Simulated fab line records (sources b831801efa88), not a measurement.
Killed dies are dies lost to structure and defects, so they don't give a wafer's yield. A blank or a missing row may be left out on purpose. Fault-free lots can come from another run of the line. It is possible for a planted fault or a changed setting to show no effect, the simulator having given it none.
Problem report, 8D (eight disciplines) form, completed by code :: flow gf180mcu :: the parts of the form that need people (team, actions taken, sign-off) are left out

## 1. WHAT WENT WRONG
CONTACT_CVD_02_THK at GF_CONTACT_THK_MEAS_03 reads a mean of 568 nm on 6 wafers of 2 lots; wafers without a fault read 857 nm with a standard deviation of 12. That puts it -24 standard deviations away from the usual mean.
First observed at day 19 05:34: wafer L925.1, on film-metro-03. Wafers with a number at this step in the record: 39, from 13 lots. Rule for "out", or "out of limits": more than 4 standard deviations from the usual mean. The other wafers with a number count as sound.

## 2. WHAT IT IS, WHAT IT ISN'T
question: which readings at this step
is: CONTACT_CVD_02_THK
is not: -

question: which lots
is: L925, L926
is not: L914, L915, L916, L917, L919, L922, L933, L934, L935, L936, L937

question: which wafers of those lots
is: all that have a number
is not: -

question: read on which gauges
is: film-metro-01, film-metro-03
is not: film-metro-02

question: when
is: from day 19 05:34
is not: up to then (18 sound wafers); but 15 sound wafers of L933, L934, L935, L936, L937 came after

## 3. THE SUSPECTS, EACH WITH WHAT RULES IT OUT
Counting: a tool at a process step up to the reading stays a suspect if it ran every lot that is out and no sound lot after the first of them.
- the gauge at GF_CONTACT_THK_MEAS_03 has been ruled out. Those wafers that are out were read across 2 gauges (film-metro-01, film-metro-03).
- pecvd-03 at GF_CONTACT_CVD_02 (deposits SiO2 from TEOS, target thk 860 nm, time 95.992 s): ruled out as a lasting fault. The sound lots L936 went through it after L925, its earliest lot that is out (day 19 05:29).
Left after counting: nothing in the record.

## 4. THE CAUSE (what the simulator had put in)
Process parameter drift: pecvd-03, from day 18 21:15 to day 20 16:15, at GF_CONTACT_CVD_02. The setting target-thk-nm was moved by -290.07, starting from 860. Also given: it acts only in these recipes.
It was ruled out by counting, in error; the rule expects a fault to strike all lots run on its tool from its start on, and this fault did not.

## 5. SEQUENCE OF EFFECTS, ordered by route
One row per reading whose mean, taken over the struck wafers that have a number, lies over 3 standard deviations from the usual. Readings are gone through only where the record gives a usual standard deviation; hours: the median, over the lots, of the time from a lot's start at the first step in this table giving one to that lot's start at this step; sigmas: the change measured in usual standard deviations.
hours: 0
step: GF_CONTACT_THK_MEAS_03
reading: CONTACT_CVD_02_THK
usual: 857 nm
on struck wafers: 568
change: -289
sigmas: -24

hours: 0
step: GF_CONTACT_CMP_04
reading: time-to-endpoint-s
usual: 112 s
on struck wafers: 5
change: -107
sigmas: -18
Process steps it contains:
- GF_CONTACT_CMP_04: polishes SiO2.
Later measuring or inspecting steps at which every struck wafer that the step has a row for has a number for every such reading, and none has moved that far: GF_CONTACT_OVL_MEAS_15.

## 6. HOW IT WOULD HAVE BEEN CAUGHT EARLIER
The first out-of-limits reading at a measuring or inspecting step in this record came at day 19 05:34, 8 hours after the fault's start at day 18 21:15.
No tool reading at GF_CONTACT_CVD_02 that has a usual standard deviation in the record was out on any struck wafer, so an alarm limit of 4 standard deviations on those readings would not have fired.
